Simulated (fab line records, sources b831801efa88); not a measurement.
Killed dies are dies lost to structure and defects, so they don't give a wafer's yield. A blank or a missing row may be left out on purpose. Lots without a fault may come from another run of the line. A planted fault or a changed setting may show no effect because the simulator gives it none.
Split-lot experiment | flow sfq_line | 5 lots, 23 wafers read, on a route of 325 steps

THE SPLIT
At SFQ_TRILAYER_M6_DEP_SPUTTER_157 (material Nb, target thk 200 nm, time 133.3 s), the setting power_w was moved away from the recipe's 2000 W on 8 of the 23 wafers read, by -11.7% to +9.0%. The other wafers ran this setting at the recipe's value.

The file shows no step between the split and the reading.

THE READING
M6_NB_RS, in ohm/sq, at SFQ_M6_RS_MEAS_938 (measures by four-point-probe). Fault-free wafers of this fab line usually give 0.885 ohm/sq, standard deviation 0.011 ohm/sq.

wafer  | tool, chamber at the split | power_w as run, W | against the recipe | M6_NB_RS, ohm/sq | against lot-mates on the recipe
L078.4 | pvd_sputter-06, -          | 2000              | recipe             | 0.887            | -
L078.5 | pvd_sputter-06, -          | 2000              | recipe             | 0.891            | -
L078.6 | pvd_sputter-06, -          | 2000              | recipe             | 0.884            | -
L079.1 | pvd_sputter-03, -          | 1766              | -11.7%             | 1.008            | +0.125
L079.3 | pvd_sputter-03, -          | 2000              | recipe             | 0.871            | -
L079.4 | pvd_sputter-03, -          | 2000              | recipe             | 0.897            | -
L079.5 | pvd_sputter-03, -          | 1766              | -11.7%             | 1.004            | +0.121
L079.6 | pvd_sputter-03, -          | 2000              | recipe             | 0.882            | -
L080.1 | pvd_sputter-04, -          | 1932              | -3.4%              | 0.919            | +0.030
L080.2 | pvd_sputter-04, -          | 1932              | -3.4%              | 0.899            | +0.010
L080.3 | pvd_sputter-04, -          | 1932              | -3.4%              | 0.908            | +0.019
L080.4 | pvd_sputter-04, -          | 2000              | recipe             | 0.890            | -
L080.6 | pvd_sputter-04, -          | 2000              | recipe             | 0.888            | -
L084.1 | pvd_sputter-03, -          | 2180              | +9.0%              | 0.818            | -0.077
L084.2 | pvd_sputter-03, -          | 2000              | recipe             | 0.895            | -
L084.4 | pvd_sputter-03, -          | 2180              | +9.0%              | 0.805            | -0.090
L084.5 | pvd_sputter-03, -          | 2180              | +9.0%              | 0.801            | -0.094
L084.6 | pvd_sputter-03, -          | 2000              | recipe             | 0.895            | -
L085.1 | pvd_sputter-04, -          | 2000              | recipe             | 0.886            | -
L085.2 | pvd_sputter-04, -          | 2000              | recipe             | 0.893            | -
L085.3 | pvd_sputter-04, -          | 2000              | recipe             | 0.880            | -
L085.5 | pvd_sputter-04, -          | 2000              | recipe             | 0.888            | -
L085.6 | pvd_sputter-04, -          | 2000              | recipe             | 0.865            | -

THE FIT
A straight line over all 23 wafers: M6_NB_RS changes by -0.00932 ohm/sq for each +1% of power_w; r = -0.98; the points scatter about the line by 0.0099 ohm/sq.
The same after taking each lot's own level away (the mean of its wafers on the recipe; 23 wafers): -0.00984 ohm/sq for each +1%; r = -0.98; scatter 0.0094 ohm/sq.
On that fit, the largest move of power_w shifts the reading by 0.12 ohm/sq.
The lots' own levels span 0.8824 to 0.8950 ohm/sq, that is 1.1 times the standard deviation above.
So the lot-to-lot level changes the slope little: the two slopes agree.
Check: with one of the wafers moved furthest among these (-11.7%) left out of the fit, the line predicts +0.11 ohm/sq for it against its lot-mates. It came out at +0.125 ohm/sq against them.

OTHER SPLITS ON THESE WAFERS
These wafers also went through other splits before the reading. Each is held against what the fit with the lots' levels taken away leaves over:
other split on the same wafers                   | wafers away from the commonest value | r with M6_NB_RS (lot level and that fit taken away)
SFQ_TRILAYER_I4_VIA_ETCH_VIA_ETCH_106 source_w   | 9                                    | +0.11
SFQ_TRILAYER_JJ_TRILAYER_DEP_SPUTTER_110 power_w | 10                                   | -0.20
SFQ_TRILAYER_JJ_CE_LITHO_COAT_114 resist_thk_nm  | 8                                    | -0.03
SFQ_TRILAYER_JJ_CE_BARC_OPEN_RIE_150 icp_w       | 6                                    | -0.03
SFQ_TRILAYER_M5_LITHO_EXPOSE_124 dose_mj         | 6                                    | +0.17
SFQ_TRILAYER_R5_LITHO_COAT_136 resist_thk_nm     | 7                                    | +0.29
SFQ_TRILAYER_R5_ETCH_METAL_ETCH_139 bias_w       | 5                                    | -0.13
SFQ_TRILAYER_A5C_DEP_PECVD_142 time_s            | 11                                   | -0.06
SFQ_TRILAYER_C5_LITHO_COAT_151 resist_thk_nm     | 8                                    | -0.27

THE WHOLE CHAIN: every reading that the file lists as answering this split, in the file's order
step                            | what it does                                 | reading                                                                                   | change (the file's fit)              | r (the file's)
SFQ_TRILAYER_M6_DEP_SPUTTER_157 | material Nb, target thk 200 nm, time 133.3 s | Nb_of_TRILAYER_M6_DEP_SPUTTER_157.thk_nm (the simulator's own value, which no gauge read) | +2.13 nm for each +1% of the setting | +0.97
SFQ_M6_RS_MEAS_938              | measures by four-point-probe                 | M6_NB_RS                                                                                  | -0.00997 for each +1% of the setting | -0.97

THE FILE'S OWN FIT
M6_NB_RS changes by -0.00997 ohm/sq for each +1% of power_w, r = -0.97.
